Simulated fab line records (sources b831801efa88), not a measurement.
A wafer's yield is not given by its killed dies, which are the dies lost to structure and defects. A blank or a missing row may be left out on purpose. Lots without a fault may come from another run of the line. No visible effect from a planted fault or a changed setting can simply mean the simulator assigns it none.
Chamber matching ; flow sky130 ; 4 sister chambers for SKY_VIA3_ETCH_15 on rie-diel-03
The step etches SiO2 in C4F8/O2/Ar, stops on TiN, target depth 507 nm, time 78 s. 18 wafers are shown with their chamber, then 9 later ones without.

WAFERS WITH THEIR CHAMBER
wafer;chamber;oes-product-au (a.u.)
L078.1;0;0.947
L078.5;1;0.947
L078.6;0;0.952
L080.1;0;0.947
L080.5;2;0.949
L080.6;3;0.947
L082.1;3;0.945
L082.5;0;0.956
L082.6;1;0.946
L084.4;3;0.935
L084.5;3;0.950
L084.6;0;0.952
L083.1;0;0.948
L083.2;3;0.942
L083.4;1;0.946
L086.1;2;0.948
L086.2;0;0.959
L086.6;3;0.943

SIGNATURES (means of the wafers above)
reading;chamber 0;chamber 1;chamber 2;chamber 3;scatter within a chamber
oes-product-au;0.95157;0.94633;0.94850;0.94367;0.00433
Rule: for a wafer and a chamber, the distance is found by dividing, reading by reading, the gap between the wafer's reading and the chamber's mean by the reading's scatter, squaring, summing and taking the root. If the next closest chamber is less than 2 further off than the closest, the wafer can't be placed; otherwise it belongs to the closest. How the scatter is found: for the shown wafers, subtract from each reading the mean of its chamber, square and add these, divide the total by (wafers less chambers), then take the root.

WAFERS WITHOUT THEIR CHAMBER
wafer;oes-product-au (a.u.)
L089.1;0.944
L089.3;0.949
L089.5;0.936
L093.1;0.943
L093.2;0.949
L093.3;0.942
L097.3;0.948
L097.5;0.952
L097.6;0.943

WHICH CHAMBER EACH ONE RAN IN
wafer;from the rows above;in truth
L089.1;can't be placed: 3 or 1 or 2 or 0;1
L089.3;can't be placed: 2 or 0 or 1 or 3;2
L089.5;can't be placed: 3 or 1 or 2 or 0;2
L093.1;can't be placed: 3 or 1 or 2 or 0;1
L093.2;can't be placed: 2 or 0 or 1 or 3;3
L093.3;can't be placed: 3 or 1 or 2 or 0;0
L097.3;can't be placed: 2 or 1 or 0 or 3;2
L097.5;can't be placed: 0 or 2 or 1 or 3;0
L097.6;can't be placed: 3 or 1 or 2 or 0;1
0 of 9 placed correctly. Can't be placed from these rows: 9 (the true chamber is among the candidates in 9). Placed wrongly: 0.
